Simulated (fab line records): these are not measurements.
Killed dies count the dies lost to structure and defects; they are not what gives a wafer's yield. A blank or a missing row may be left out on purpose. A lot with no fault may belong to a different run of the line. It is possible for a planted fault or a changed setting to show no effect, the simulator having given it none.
Which tool was responsible? :: flow sky130 :: Sampling: 14 lots, 42 wafers, 3 of 708 route steps

WHAT THE GAUGES READ, wafer by wafer
SKY_VT_ADJUST_PCH_OVL_MEAS_07. Usual: for VT_ADJUST_PCH_OVL the level is -0.2 nm and the standard deviation is 1.5.
lot: L370
measured: day 11 11:33
on: overlay-01
VT_ADJUST_PCH_OVL (nm): -1.6 -0.6 -1.0
flag: 

lot: L371
measured: day 11 15:13
on: overlay-02
VT_ADJUST_PCH_OVL (nm): -0.6 1.7 0.6
flag: 

lot: L372
measured: day 11 17:35
on: overlay-01
VT_ADJUST_PCH_OVL (nm): 0.3 -1.0 -0.6
flag: 

lot: L375
measured: day 12 21:53
on: overlay-01
VT_ADJUST_PCH_OVL (nm): - - -
flag: OFF

lot: L376
measured: day 13 01:11
on: overlay-02
VT_ADJUST_PCH_OVL (nm): - - -
flag: OFF

lot: L380
measured: day 14 05:47
on: overlay-01
VT_ADJUST_PCH_OVL (nm): -1.9 -0.7 -1.0
flag: 

lot: L381
measured: day 14 10:37
on: overlay-01
VT_ADJUST_PCH_OVL (nm): -0.5 0.8 0.1
flag: 

lot: L382
measured: day 14 16:12
on: overlay-01
VT_ADJUST_PCH_OVL (nm): 0.4 0.8 0.6
flag: 

lot: L383
measured: day 15 01:10
on: overlay-01
VT_ADJUST_PCH_OVL (nm): -2.6 -3.7 -1.4
flag: 

lot: L384
measured: day 15 08:12
on: overlay-02
VT_ADJUST_PCH_OVL (nm): 1.1 0.5 0.6
flag: 

lot: L385
measured: day 15 14:35
on: overlay-02
VT_ADJUST_PCH_OVL (nm): 1.7 1.8 2.4
flag: 

lot: L389
measured: day 18 00:18
on: overlay-02
VT_ADJUST_PCH_OVL (nm): 2.3 1.2 1.4
flag: 

lot: L390
measured: day 18 05:29
on: overlay-01
VT_ADJUST_PCH_OVL (nm): -3.1 -3.3 -3.3
flag: 

lot: L391
measured: day 18 08:06
on: overlay-02
VT_ADJUST_PCH_OVL (nm): -0.8 -2.0 -1.1
flag: 

SKY_SONOS_TUNNEL_TW_MEAS_12. Usual: for SONOS_TUNNEL_TW the level is 194.9 and the standard deviation is 2.1.
lot: L370
measured: day 12 12:26
on: filmMetro-04
SONOS_TUNNEL_TW: 193.5 193.2 192.0
flag: 

lot: L371
measured: day 12 16:59
on: filmMetro-04
SONOS_TUNNEL_TW: 193.5 192.7 192.9
flag: 

lot: L372
measured: day 12 19:28
on: filmMetro-03
SONOS_TUNNEL_TW: 197.4 196.3 196.7
flag: 

lot: L375
measured: day 14 00:17
on: filmMetro-04
SONOS_TUNNEL_TW: 209.6 208.2 208.3 208.6 208.9 209.7
flag: OFF

lot: L376
measured: day 14 04:01
on: filmMetro-04
SONOS_TUNNEL_TW: 207.7 207.0 208.4 208.8 208.4 207.4
flag: OFF

lot: L380
measured: day 15 08:08
on: filmMetro-04
SONOS_TUNNEL_TW: 192.8 193.0 193.7
flag: 

lot: L381
measured: day 15 14:05
on: filmMetro-03
SONOS_TUNNEL_TW: 195.8 196.4 195.3
flag: 

lot: L382
measured: day 15 20:30
on: filmMetro-02
SONOS_TUNNEL_TW: 194.7 195.1 194.2
flag: 

lot: L383
measured: day 16 05:38
on: filmMetro-03
SONOS_TUNNEL_TW: 197.8 198.6 197.3
flag: 

lot: L384
measured: day 16 12:41
on: filmMetro-03
SONOS_TUNNEL_TW: 198.4 198.0 198.0
flag: 

lot: L385
measured: day 16 18:43
on: filmMetro-03
SONOS_TUNNEL_TW: 198.6 197.6 198.3
flag: 

lot: L389
measured: day 19 08:28
on: filmMetro-03
SONOS_TUNNEL_TW: 197.4 197.0 198.8
flag: 

lot: L390
measured: day 19 13:32
on: filmMetro-04
SONOS_TUNNEL_TW: 193.7 193.7 192.9
flag: 

lot: L391
measured: day 19 15:49
on: filmMetro-04
SONOS_TUNNEL_TW: 192.7 193.0 193.4
flag: 

WHAT TOOL EACH LOT RAN ON (gives the tool, then ch and the chambers of the sampled wafers, and finally the start)
lot: L370
SKY_VT_ADJUST_PCH_COAT_02: lithoTrack-04 ch 0, day 10 23:23

lot: L371
SKY_VT_ADJUST_PCH_COAT_02: lithoTrack-04 ch 0, day 11 02:49

lot: L372
SKY_VT_ADJUST_PCH_COAT_02: lithoTrack-01 ch 0, day 11 05:50

lot: L375
SKY_VT_ADJUST_PCH_COAT_02: lithoTrack-04, day 12 08:47

lot: L376
SKY_VT_ADJUST_PCH_COAT_02: lithoTrack-01, day 12 12:17

lot: L380
SKY_VT_ADJUST_PCH_COAT_02: lithoTrack-02 ch 0, day 13 16:03

lot: L381
SKY_VT_ADJUST_PCH_COAT_02: lithoTrack-04 ch 0, day 13 22:05

lot: L382
SKY_VT_ADJUST_PCH_COAT_02: lithoTrack-04 ch 0, day 14 03:01

lot: L383
SKY_VT_ADJUST_PCH_COAT_02: lithoTrack-04 ch 0, day 14 11:32

lot: L384
SKY_VT_ADJUST_PCH_COAT_02: lithoTrack-04 ch 0, day 14 18:40

lot: L385
SKY_VT_ADJUST_PCH_COAT_02: lithoTrack-04 ch 0, day 15 00:56

lot: L389
SKY_VT_ADJUST_PCH_COAT_02: lithoTrack-02 ch 0, day 17 09:09

lot: L390
SKY_VT_ADJUST_PCH_COAT_02: lithoTrack-01 ch 0, day 17 14:13

lot: L391
SKY_VT_ADJUST_PCH_COAT_02: lithoTrack-01 ch 0, day 17 16:46
- SKY_VT_ADJUST_PCH_COAT_02: resist thk 3000 nm.

WHAT THE TOOLS THEMSELVES READ (means of the sampled wafers that have a number; where no wafer has one, the mark that the record gives instead)
SKY_VT_ADJUST_PCH_COAT_02. Usual: chillPlateTempC 22.98 C, standard deviation 0.11; dispensePressureKPa 50.5 kPa, standard deviation 0.63.
lot: L370
tool: lithoTrack-04
chillPlateTempC (C): 23.13
dispensePressureKPa (kPa): 50.2
flag: 

lot: L371
tool: lithoTrack-04
chillPlateTempC (C): 22.97
dispensePressureKPa (kPa): 50.1
flag: 

lot: L372
tool: lithoTrack-01
chillPlateTempC (C): 22.90
dispensePressureKPa (kPa): 50.1
flag: 

lot: L375
tool: lithoTrack-04
chillPlateTempC (C): -
dispensePressureKPa (kPa): -
flag: OFF

lot: L376
tool: lithoTrack-01
chillPlateTempC (C): -
dispensePressureKPa (kPa): -
flag: OFF

lot: L380
tool: lithoTrack-02
chillPlateTempC (C): 23.07
dispensePressureKPa (kPa): 51.5
flag: 

lot: L381
tool: lithoTrack-04
chillPlateTempC (C): 23.02
dispensePressureKPa (kPa): 50.2
flag: 

lot: L382
tool: lithoTrack-04
chillPlateTempC (C): 22.77
dispensePressureKPa (kPa): 50.1
flag: 

lot: L383
tool: lithoTrack-04
chillPlateTempC (C): 22.97
dispensePressureKPa (kPa): 50.1
flag: 

lot: L384
tool: lithoTrack-04
chillPlateTempC (C): 22.94
dispensePressureKPa (kPa): 50.1
flag: 

lot: L385
tool: lithoTrack-04
chillPlateTempC (C): 22.95
dispensePressureKPa (kPa): 50.1
flag: 

lot: L389
tool: lithoTrack-02
chillPlateTempC (C): 23.01
dispensePressureKPa (kPa): 51.5
flag: 

lot: L390
tool: lithoTrack-01
chillPlateTempC (C): 22.87
dispensePressureKPa (kPa): 50.1
flag: 

lot: L391
tool: lithoTrack-01
chillPlateTempC (C): 23.08
dispensePressureKPa (kPa): 50.1
flag: 

THE ANSWER, worked out from the rows above alone
Rule: take the mean of a lot's wafers that have a number; if it is more than 3 standard deviations from the usual mean, the lot is off. Also off: a lot with no number at a reading for which 4 or more lots have one. Where the step has rows for the other lots, those lots are counted as sound. First the gauges in route order, then the tools' own readings, where a lot's mean is used as printed above. At the first step where some lot is off, the reading lying furthest off is the one used; lots without a number count as furthest.
Off: L375, L376, at SKY_VT_ADJUST_PCH_OVL_MEAS_07 (VT_ADJUST_PCH_OVL). Without a number there: L375, L376.
A tool fits if, at a process step before that reading, it ran every lot that is off, and no sound lot after the first of them. The gauges at SKY_VT_ADJUST_PCH_OVL_MEAS_07 aren't tried: what is off there is off at SKY_SONOS_TUNNEL_TW_MEAS_12 too, on other tools, and a gauge's error can't cause that. Not one of the candidates tried fits.

WHAT HAD BEEN PUT IN BY THE SIMULATOR
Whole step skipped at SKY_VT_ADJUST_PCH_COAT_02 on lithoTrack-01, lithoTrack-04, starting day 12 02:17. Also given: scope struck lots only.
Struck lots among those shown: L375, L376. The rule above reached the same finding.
